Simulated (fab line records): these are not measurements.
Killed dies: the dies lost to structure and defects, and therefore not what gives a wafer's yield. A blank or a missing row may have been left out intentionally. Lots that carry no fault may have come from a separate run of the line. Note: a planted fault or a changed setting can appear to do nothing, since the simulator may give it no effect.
Which tool was responsible?	flow sky130	17 wafers from 6 lots sampled at 2 of the route's 708 steps

WHAT THE GAUGES READ, wafer by wafer
SKY_CAP2M_OVL_MEAS_12.
lot	measured	on	CAP2M_OVL (nm)
L251	day 41 19:43	overlay-01	-0.8 -1.4 -0.7
L255	day 43 00:56	overlay-01	1.1 0.5 -2.0
L257	day 44 10:35	overlay-02	1.4 0.7 0.9
L259	day 44 14:57	overlay-01	0.1 -0.2
L263	day 45 01:39	overlay-01	-1.4 -1.9 -0.8
L267	day 46 01:38	overlay-01	-0.7 -1.1 -2.0

WHAT TOOL EACH LOT RAN ON (gives the tool, then ch and the chambers of the sampled wafers, and finally the start)
lot	SKY_POLY_GATE_ETCH_17
L251	rie-si-02 ch 2,3, day 17 18:32
L255	rie-si-02 ch 1,2, day 19 09:41
L257	rie-si-01 ch 1,2, day 21 06:35
L259	rie-si-01 ch 2, day 21 11:31
L263	rie-si-02 ch 0,1, day 22 05:38
L267	rie-si-02 ch 0,2,3, day 23 14:41
- SKY_POLY_GATE_ETCH_17: etches poly-Si in HBr/Cl2, stops on SiO2, target depth 180 nm, time 70.5 s.

THE ANSWER, worked out from the rows above alone
Rule: the usual values come from the lots themselves. The widest of any qualifying gaps counts: lots, ordered by their means at a reading, are off when they make up no more than a third of the lots, leave a main group of 4 or more, and stand apart from it by 3 or more times the standard deviation of that group's means. A main group is skipped when, at the precision printed for the reading in the tables above, its means are all equal. A lot without any number at a reading at which 4 lots or more have one is off too. Any other lot the step has rows for is counted as sound.
Across all readings shown, no lot is off: no conclusion can be drawn from this.

WHAT HAD BEEN PUT IN BY THE SIMULATOR
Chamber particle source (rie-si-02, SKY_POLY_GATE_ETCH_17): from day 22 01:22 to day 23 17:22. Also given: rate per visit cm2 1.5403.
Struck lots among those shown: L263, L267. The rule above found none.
